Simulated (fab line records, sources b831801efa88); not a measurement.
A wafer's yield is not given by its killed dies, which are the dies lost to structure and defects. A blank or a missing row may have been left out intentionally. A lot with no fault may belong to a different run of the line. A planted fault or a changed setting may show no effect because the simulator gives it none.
What tool caused it? | flow sky130 | Sampling: 24 lots, 72 wafers, 6 of 708 route steps

## WHAT EACH GAUGE READ, for each wafer
SKY_VIA1_THK_MEAS_23: measures by xrf. Usual: for VIA1_W_THK the level is 272 nm and the standard deviation is 5.1.
lot  | measured     | on            | VIA1_W_THK (nm) | flag
L074 | day 34 05:20 | film-metro-03 | 272 275 269     |
L075 | day 34 11:53 | film-metro-03 | 268 269 272     |
L076 | day 34 11:57 | film-metro-01 | 272 269 283     |
L077 | day 35 05:34 | film-metro-03 | 273 273 275     |
L078 | day 35 10:23 | film-metro-01 | 277 271 276     |
L079 | day 35 20:45 | film-metro-01 | 278 270 278     |
L080 | day 35 23:43 | film-metro-02 | 271 269 270     |
L081 | day 36 03:43 | film-metro-01 | 272 273 274     |
L082 | day 36 14:55 | film-metro-02 | 263 261 261     |
L083 | day 36 22:07 | film-metro-02 | 266 269 266     |
L084 | day 37 07:08 | film-metro-01 | 268 273 271     |
L085 | day 37 05:28 | film-metro-02 | 267 267 267     |
L086 | day 37 14:34 | film-metro-03 | 271 281 283     |
L087 | day 37 22:27 | film-metro-01 | 267 272 268     |
L088 | day 38 02:38 | film-metro-02 | 271 265 263     |
L089 | day 38 13:24 | film-metro-03 | 281 285 279     |
L090 | day 39 00:35 | film-metro-02 | 265 265 264     |
L091 | day 39 18:35 | film-metro-03 | 270 269 270     |
L092 | day 39 20:48 | film-metro-01 | 268 268 268     |
L093 | day 39 20:07 | film-metro-02 | 270 269 279     |
L094 | day 39 23:28 | film-metro-01 | 269 265 270     |
L095 | day 40 10:52 | film-metro-01 | 279 277 267     |
L096 | day 40 17:44 | film-metro-01 | 281 272 275     |
L097 | day 40 23:38 | film-metro-02 | 268 272 273     |

SKY_CAPM_OVL_MEAS_12. Usual: for CAPM_OVL the level is -1.0 nm and the standard deviation is 1.6.
lot  | measured     | on         | CAPM_OVL (nm)  | flag
L074 | day 37 15:05 | overlay-02 | -0.1 -1.5 -1.4 |
L075 | day 37 19:53 | overlay-01 | -1.6 -3.7 -3.0 |
L076 | day 37 20:57 | overlay-02 | 1.5 1.0 0.9    |
L077 | day 38 14:26 | overlay-02 | 1.1 1.6 0.3    |
L078 | day 38 19:25 | overlay-02 | 0.2 1.1 -2.0   |
L079 | day 39 05:20 | overlay-01 | -1.9 -1.1 -3.2 |
L080 | day 39 07:02 | overlay-01 | -1.7 0.1 -2.4  |
L081 | day 39 12:18 | overlay-01 | -2.4 -2.3 -2.6 |
L082 | day 39 22:35 | overlay-01 | -1.2 -1.0 0.7  |
L083 | day 40 06:29 | overlay-02 | 0.6 -3.0 -1.0  |
L084 | day 40 14:18 | overlay-01 | 1.5 0.8 1.3    |
L085 | day 40 10:44 | overlay-01 | -2.8 -2.0 -0.3 |
L086 | day 40 20:20 | overlay-01 | -0.1 -0.8 -1.2 |
L087 | day 41 07:30 | overlay-02 | -3.5 -1.0 -1.5 |
L088 | day 41 07:50 | overlay-01 | -1.4 1.4 -1.4  |
L089 | day 41 18:39 | overlay-01 | 0.7 -0.3 -0.2  |
L090 | day 42 08:00 | overlay-01 | 0.0 -0.5 0.7   |
L091 | day 42 20:51 | overlay-01 | -2.0 -1.3 -0.3 |
L092 | day 42 23:41 | overlay-01 | 1.2 -1.3 -1.0  |
L093 | day 42 23:23 | overlay-02 | -2.6 0.3 0.6   |
L094 | day 43 02:39 | overlay-01 | -2.1 -2.9 -1.4 |
L095 | day 43 12:17 | overlay-01 | -2.7 -0.1 0.8  |
L096 | day 43 19:41 | overlay-01 | -2.8 -2.2 -3.4 |
L097 | day 44 01:16 | overlay-01 | -2.4 -2.4 -3.1 |

SKY_VIA3_RS_MEAS_22: uses a four-point probe to measure. Usual: for VIA3_W_RS the level is 0.292 ohm/sq and the standard deviation is 0.0055.
lot  | measured     | on            | VIA3_W_RS (ohm/sq) | flag
L074 | day 39 21:47 | film-metro-01 | 0.287 0.295 0.289  |
L075 | day 40 00:52 | film-metro-03 | 0.297 0.298 0.293  |
L076 | day 40 04:51 | film-metro-02 | 0.288 0.285 0.295  |
L077 | day 40 18:11 | film-metro-01 | 0.301 0.292 0.297  |
L078 | day 40 23:56 | film-metro-03 | 0.290 0.300 0.293  |
L079 | day 41 10:44 | film-metro-03 | 0.295 0.296 0.295  |
L080 | day 41 11:56 | film-metro-01 | 0.292 0.297 0.299  |
L081 | day 41 16:35 | film-metro-02 | 0.287 0.298 0.295  |
L082 | day 42 02:01 | film-metro-03 | 0.297 0.288 0.297  |
L083 | day 42 09:25 | film-metro-03 | 0.296 0.288 0.298  |
L084 | day 42 17:49 | film-metro-02 | 0.301 0.292 0.289  |
L085 | day 42 13:46 | film-metro-01 | 0.288 0.299 0.289  |
L086 | day 42 23:15 | film-metro-03 | 0.288 0.290 0.284  |
L087 | day 43 08:23 | film-metro-03 | 0.299 0.282 0.282  |
L088 | day 43 08:46 | film-metro-03 | 0.300 0.292 0.293  |
L089 | day 43 19:30 | film-metro-03 | 0.297 0.295 0.282  |
L090 | day 44 08:00 | film-metro-02 | 0.279 0.296 0.281  |
L091 | day 44 21:44 | film-metro-01 | 0.288 0.295 0.296  |
L092 | day 44 23:37 | film-metro-01 | 0.300 0.295 0.280  |
L093 | day 44 23:02 | film-metro-03 | 0.297 0.297 0.290  |
L094 | day 45 03:32 | film-metro-03 | 0.287 0.289 0.295  |
L095 | day 45 11:59 | film-metro-02 | 0.289 0.285 0.288  |
L096 | day 45 20:26 | film-metro-03 | 0.285 0.296 0.290  |
L097 | day 45 23:55 | film-metro-03 | 0.284 0.294 0.294  |

## TOOL THAT RAN EACH LOT (tool first, then ch and the chambers of the sampled wafers, then the start)
lot  | SKY_FIELD_ISO_ETCH_17           | SKY_VIA1_CVD_21               | SKY_VIA2_CMP_02
L074 | rie-si-01 ch 0,2,3, day 2 04:38 | cvd-w-01 ch 0,1, day 34 05:07 | cmp-02 ch 1,2,3, day 35 09:07
L075 | rie-si-01 ch 0,1,3, day 2 09:53 | cvd-w-02 ch 0,1, day 34 11:40 | cmp-01 ch 0,1,2, day 35 13:36
L076 | rie-si-02 ch 0,2,3, day 2 14:58 | cvd-w-01 ch 0,1, day 34 11:43 | cmp-01 ch 1,2,3, day 35 13:58
L077 | rie-si-02 ch 0,1,2, day 2 20:40 | cvd-w-02 ch 0,1, day 35 05:20 | cmp-01 ch 0,1, day 36 08:29
L078 | rie-si-02 ch 0,1,3, day 3 01:16 | cvd-w-01 ch 0,1, day 35 10:10 | cmp-01 ch 0,1,2, day 36 15:04
L079 | rie-si-02 ch 0,1, day 3 10:13   | cvd-w-01 ch 0,1, day 35 20:32 | cmp-01 ch 1,2, day 37 01:10
L080 | rie-si-01 ch 0,1, day 3 12:26   | cvd-w-02 ch 0,1, day 35 23:31 | cmp-02 ch 0,1, day 37 03:41
L081 | rie-si-01 ch 1,3, day 3 19:01   | cvd-w-02 ch 0,1, day 36 03:30 | cmp-02 ch 0,1,2, day 37 07:29
L082 | rie-si-02 ch 0,1,2, day 4 00:10 | cvd-w-02 ch 0,1, day 36 14:41 | cmp-01 ch 0,1, day 37 18:23
L083 | rie-si-01 ch 1,2, day 4 03:16   | cvd-w-02 ch 0,1, day 36 21:55 | cmp-01 ch 0,2,3, day 38 00:28
L084 | rie-si-02 ch 1,2, day 4 09:22   | cvd-w-01 ch 0,1, day 37 06:55 | cmp-02 ch 1,2,3, day 38 10:55
L085 | rie-si-01 ch 2,3, day 4 13:58   | cvd-w-02 ch 0,1, day 37 05:14 | cmp-01 ch 0,1,3, day 38 08:04
L086 | rie-si-02 ch 0,3, day 4 18:52   | cvd-w-01 ch 0,1, day 37 14:21 | cmp-01 ch 1,2,3, day 38 17:47
L087 | rie-si-02 ch 0,1,3, day 5 01:19 | cvd-w-02 ch 0,1, day 37 22:14 | cmp-02 ch 0,2,3, day 39 04:37
L088 | rie-si-02 ch 0,2,3, day 5 06:46 | cvd-w-01 ch 0,1, day 38 02:26 | cmp-01 ch 1,2,3, day 39 05:31
L089 | rie-si-01 ch 1,2,3, day 5 10:40 | cvd-w-01 ch 1, day 38 13:11   | cmp-01 ch 0,1,2, day 39 15:03
L090 | rie-si-02 ch 0,3, day 5 16:43   | cvd-w-01 ch 0, day 39 00:22   | cmp-01 ch 0,2,3, day 40 07:10
L091 | rie-si-01 ch 0,1,3, day 6 00:16 | cvd-w-01 ch 0,1, day 39 18:22 | cmp-02 ch 1,2,3, day 40 20:16
L092 | rie-si-02 ch 0,2,3, day 6 02:35 | cvd-w-02 ch 0,1, day 39 20:35 | cmp-02 ch 0,1,2, day 40 22:36
L093 | rie-si-01 ch 0,1,3, day 6 06:58 | cvd-w-01 ch 0,1, day 39 19:53 | cmp-01 ch 0,1,2, day 40 22:14
L094 | rie-si-02 ch 0,1,2, day 6 12:21 | cvd-w-02 ch 0,1, day 39 23:16 | cmp-01 ch 0,3, day 41 01:38
L095 | rie-si-01 ch 1,2, day 6 19:05   | cvd-w-01 ch 0,1, day 40 10:38 | cmp-02 ch 1,2, day 41 12:40
L096 | rie-si-02 ch 0,1,3, day 7 03:02 | cvd-w-01 ch 0,1, day 40 17:32 | cmp-01 ch 1,2,3, day 41 19:51
L097 | rie-si-01 ch 1,3, day 7 04:55   | cvd-w-02 ch 0,1, day 40 23:26 | cmp-02 ch 0,1,2, day 42 00:58
- SKY_FIELD_ISO_ETCH_17: etches Si in HBr/Cl2/O2, target depth 342 nm, time 97.7 s.
- SKY_VIA1_CVD_21: deposits W, target thk 270 nm, time 80.902 s.
- SKY_VIA2_CMP_02: polishes SiO2.

## AS READ BY THE TOOLS THEMSELVES (means over the sampled wafers that have a number; for cases with no such wafer, the mark the record gives instead)
SKY_FIELD_ISO_ETCH_17. Usual: HBr_flow_sccm 150.0 sccm, standard deviation 0.44; chamber-pressure-mTorr 15.000 mTorr, standard deviation 0.015; drypump-motor-current-A 5.8 A, standard deviation 0.5; oes-product-au 1.001 a.u., standard deviation 0.0078; throttle-valve-pct 25.656 %, standard deviation 0.0091.
lot  | tool      | HBr_flow_sccm (sccm) | chamber-pressure-mTorr (mTorr) | drypump-motor-current-A (A) | oes-product-au (a.u.) | throttle-valve-pct (%) | flag
L074 | rie-si-01 | 150.1                | 14.992                         | 5.8                         | 0.997                 | 25.657                 |
L075 | rie-si-01 | 149.9                | 15.013                         | 5.7                         | 0.992                 | 25.660                 |
L076 | rie-si-02 | 149.8                | 14.983                         | 5.8                         | 1.001                 | 25.662                 |
L077 | rie-si-02 | 149.9                | 14.996                         | 5.6                         | 1.011                 | 25.658                 |
L078 | rie-si-02 | 150.4                | 14.998                         | 5.5                         | 1.008                 | 25.661                 |
L079 | rie-si-02 | 149.9                | 15.001                         | 5.4                         | 1.014                 | 25.644                 |
L080 | rie-si-01 | 150.2                | 14.996                         | 5.5                         | 1.000                 | 25.666                 |
L081 | rie-si-01 | 149.9                | 14.990                         | 5.9                         | 0.996                 | 25.661                 |
L082 | rie-si-02 | 150.4                | 14.999                         | 5.6                         | 1.007                 | 25.645                 |
L083 | rie-si-01 | 150.0                | 14.999                         | 6.5                         | 1.000                 | 25.655                 |
L084 | rie-si-02 | 149.8                | 14.996                         | 5.8                         | 1.002                 | 25.649                 |
L085 | rie-si-01 | 149.8                | 14.993                         | 6.3                         | 0.994                 | 25.667                 |
L086 | rie-si-02 | 150.1                | 15.020                         | 5.6                         | 1.002                 | 25.658                 |
L087 | rie-si-02 | 150.1                | 14.995                         | 5.5                         | 1.005                 | 25.651                 |
L088 | rie-si-02 | 150.6                | 14.998                         | 5.7                         | 1.005                 | 25.651                 |
L089 | rie-si-01 | 149.8                | 14.999                         | 6.3                         | 1.008                 | 25.655                 |
L090 | rie-si-02 | 149.8                | 15.003                         | 5.6                         | 1.004                 | 25.654                 |
L091 | rie-si-01 | 149.8                | 15.010                         | 5.7                         | 1.001                 | 25.650                 |
L092 | rie-si-02 | 150.2                | 14.999                         | 5.7                         | 0.997                 | 25.663                 |
L093 | rie-si-01 | 150.0                | 14.997                         | 5.7                         | 0.992                 | 25.662                 |
L094 | rie-si-02 | 150.0                | 15.001                         | 5.6                         | 0.997                 | 25.661                 |
L095 | rie-si-01 | 150.3                | 14.995                         | 6.5                         | 0.998                 | 25.665                 |
L096 | rie-si-02 | 150.1                | 14.995                         | 5.5                         | 1.008                 | 25.652                 |
L097 | rie-si-01 | 149.7                | 15.019                         | 6.2                         | 1.004                 | 25.657                 |

SKY_VIA1_CVD_21. Usual: heater-power-w 900 W, standard deviation 130.
lot  | tool     | heater-power-w (W) | flag
L074 | cvd-w-01 | 1006               |
L075 | cvd-w-02 | 782                |
L076 | cvd-w-01 | 1018               |
L077 | cvd-w-02 | 751                |
L078 | cvd-w-01 | 1006               |
L079 | cvd-w-01 | 1021               |
L080 | cvd-w-02 | 785                |
L081 | cvd-w-02 | 798                |
L082 | cvd-w-02 | 762                |
L083 | cvd-w-02 | 758                |
L084 | cvd-w-01 | 1014               |
L085 | cvd-w-02 | 793                |
L086 | cvd-w-01 | 1013               |
L087 | cvd-w-02 | 754                |
L088 | cvd-w-01 | 1024               |
L089 | cvd-w-01 | 1021               |
L090 | cvd-w-01 | 1010               |
L091 | cvd-w-01 | 1018               |
L092 | cvd-w-02 | 756                |
L093 | cvd-w-01 | 1005               |
L094 | cvd-w-02 | 722                |
L095 | cvd-w-01 | 1020               |
L096 | cvd-w-01 | 1024               |
L097 | cvd-w-02 | 724                |

SKY_VIA2_CMP_02. Usual: motor-current-A 12.1 A, standard deviation 1.4; slurry-filter-dp-kPa 13.50 kPa, standard deviation 0.14.
lot  | tool   | motor-current-A (A) | slurry-filter-dp-kPa (kPa) | flag
L074 | cmp-02 | 11.6                | 13.52                      |
L075 | cmp-01 | 11.1                | 13.51                      |
L076 | cmp-01 | 12.4                | 13.46                      |
L077 | cmp-01 | 11.4                | 13.51                      |
L078 | cmp-01 | 11.4                | 13.66                      |
L079 | cmp-01 | 10.8                | 13.44                      |
L080 | cmp-02 | 12.8                | 13.47                      |
L081 | cmp-02 | 12.2                | 13.68                      |
L082 | cmp-01 | 10.9                | 13.56                      |
L083 | cmp-01 | 12.9                | 13.44                      |
L084 | cmp-02 | 11.3                | 13.35                      |
L085 | cmp-01 | 12.1                | 13.38                      |
L086 | cmp-01 | 12.5                | 13.53                      |
L087 | cmp-02 | 12.1                | 13.43                      |
L088 | cmp-01 | 11.9                | 13.51                      |
L089 | cmp-01 | 11.6                | 13.54                      |
L090 | cmp-01 | 13.0                | 13.49                      |
L091 | cmp-02 | 12.0                | 13.44                      |
L092 | cmp-02 | 12.3                | 13.52                      |
L093 | cmp-01 | 11.3                | 13.59                      |
L094 | cmp-01 | 13.8                | 13.38                      |
L095 | cmp-02 | 11.7                | 13.54                      |
L096 | cmp-01 | 12.4                | 13.47                      |
L097 | cmp-02 | 12.4                | 13.57                      |

## THE ANSWER, worked out from the rows above alone
Rule: a lot is off if the mean of its wafers that have a number lies more than 3 standard deviations from the usual mean. A lot without any number at a reading at which 4 lots or more have one is off too. Any other lot the step has rows for is counted as sound. Order of review: gauges by route order, followed by the tools' own readings, for which a lot's mean as printed above is used. The first step at which some lot is off is used, and at that step the reading that is off furthest; a lot without a number counts as furthest.
No lot is off on any of the readings shown, so nothing can be concluded from this.

## WHAT THE SIMULATOR PUT IN
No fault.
